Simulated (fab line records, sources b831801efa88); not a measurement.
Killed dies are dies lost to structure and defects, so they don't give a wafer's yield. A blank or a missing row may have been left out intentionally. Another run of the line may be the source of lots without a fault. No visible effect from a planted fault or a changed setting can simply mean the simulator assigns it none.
Chamber matching	flow sky130	cmp-01 running SKY_VIA2_CMP_24: 4 sister chambers
The step polishes, stops on SiO2, t overpolish 20 s, target thk 0 nm. 4 wafers are shown with their chamber, then 9 later ones without.

WAFERS, EACH WITH ITS CHAMBER
wafer	chamber	motor current A (A)
L083.6	0	10.7
L086.4	3	12.1
L091.3	1	9.3
L091.5	2	10.9

WAFERS MISSING THEIR CHAMBER
wafer	motor current A (A)
L092.2	11.1
L092.3	12.6
L092.6	13.0
L095.2	11.2
L095.4	10.8
L095.5	10.8
L097.1	10.0
L097.3	11.4
L097.6	13.0

CHAMBER TAKEN BY EACH
wafer	from the rows above	in truth
L092.2	can't be placed: 2 or 0 or 3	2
L092.3	3	3
L092.6	3	3
L095.2	can't be placed: 2 or 0 or 3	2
L095.4	can't be placed: 2 or 0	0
L095.5	can't be placed: 2 or 0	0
L097.1	can't be placed: 0 or 1 or 2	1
L097.3	can't be placed: 2 or 3 or 0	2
L097.6	3	3
3 of 9 placed correctly. Can't be placed from these rows: 6 (the true chamber is among the candidates in 6). 0 placed wrongly.
How it was worked out, from the rows above alone: a wafer's distance from a chamber is the root of the sum, over the readings, of the square of ((its reading less the chamber's mean) divided by the reading's scatter). The wafer belongs to the nearest chamber; if the next one is less than 2 further off, it can't be placed. A chamber's mean is the mean of its shown wafers. The scatter (one wafer shown for each chamber): square how far every hidden wafer sits from the nearest shown wafer, average those squares and take the square root.
